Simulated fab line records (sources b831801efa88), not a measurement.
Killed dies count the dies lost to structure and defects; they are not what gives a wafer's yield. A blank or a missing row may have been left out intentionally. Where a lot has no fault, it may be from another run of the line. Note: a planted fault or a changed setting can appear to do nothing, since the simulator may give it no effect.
Matching of chambers ; flow sky130 ; SKY_VIA2_CMP_24 on cmp-02: 4 sister chambers
The step polishes, stops on SiO2, t overpolish 20 s, target thk 0 nm. 16 wafers are shown with their chamber, then 8 later ones without.

WAFERS PAIRED WITH THEIR CHAMBERS
wafer;chamber;motorCurrentA (A);timeToEndpointS (s);platenRpm (rpm)
L963.1;1;10.6;108;59.99
L963.3;2;10.3;101;60.10
L963.4;3;9.3;102;60.03
L964.2;0;12.2;97;60.01
L964.3;1;10.4;107;59.95
L964.4;3;9.0;100;60.03
L965.2;3;9.6;102;59.96
L965.3;0;11.7;104;60.03
L965.5;0;11.1;101;59.91
L968.1;1;10.6;107;59.95
L968.4;2;10.5;104;59.96
L968.6;2;10.5;107;59.92
L971.4;2;10.0;108;60.01
L971.5;1;10.7;109;60.03
L971.6;0;11.3;99;59.97
L975.1;1;10.4;105;59.95

SIGNATURES (means of the wafers above)
reading;chamber 0;chamber 1;chamber 2;chamber 3;scatter within a chamber
motorCurrentA;11.575;10.540;10.325;9.300;0.306
timeToEndpointS;100.25;107.20;105.00;101.33;2.38
platenRpm;59.9800;59.9740;59.9975;60.0067;0.0539
Rule: a wafer lies at a distance from a chamber equal to the root of the sum of squares, over the readings, of (its reading less the chamber's mean, divided by the reading's scatter). If the next closest chamber is less than 2 further off than the closest, the wafer can't be placed; otherwise it belongs to the closest. The scatter: take each reading less its chamber's mean, square it, sum over the shown wafers, divide by the number of wafers less the number of chambers, and take the root.

WAFERS MISSING THEIR CHAMBER
wafer;motorCurrentA (A);timeToEndpointS (s);platenRpm (rpm)
L975.2;10.6;104;60.04
L975.4;9.0;105;59.98
L976.1;10.3;103;59.91
L976.5;10.8;104;59.94
L976.6;11.4;98;59.97
L977.1;9.6;104;60.01
L977.4;10.1;107;59.97
L977.5;10.4;107;59.97

CHAMBER TAKEN BY EACH
wafer;from the rows above;in truth
L975.2;can't be placed: 2 or 1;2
L975.4;3;3
L976.1;can't be placed: 2 or 1 or 3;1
L976.5;can't be placed: 1 or 2 or 0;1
L976.6;0;0
L977.1;can't be placed: 3 or 2 or 1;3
L977.4;can't be placed: 2 or 1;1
L977.5;can't be placed: 1 or 2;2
Correct placement for 2 of the 8. Can't be placed from these rows: 6 (the true chamber is among the candidates in 6). Placed wrongly: 0.
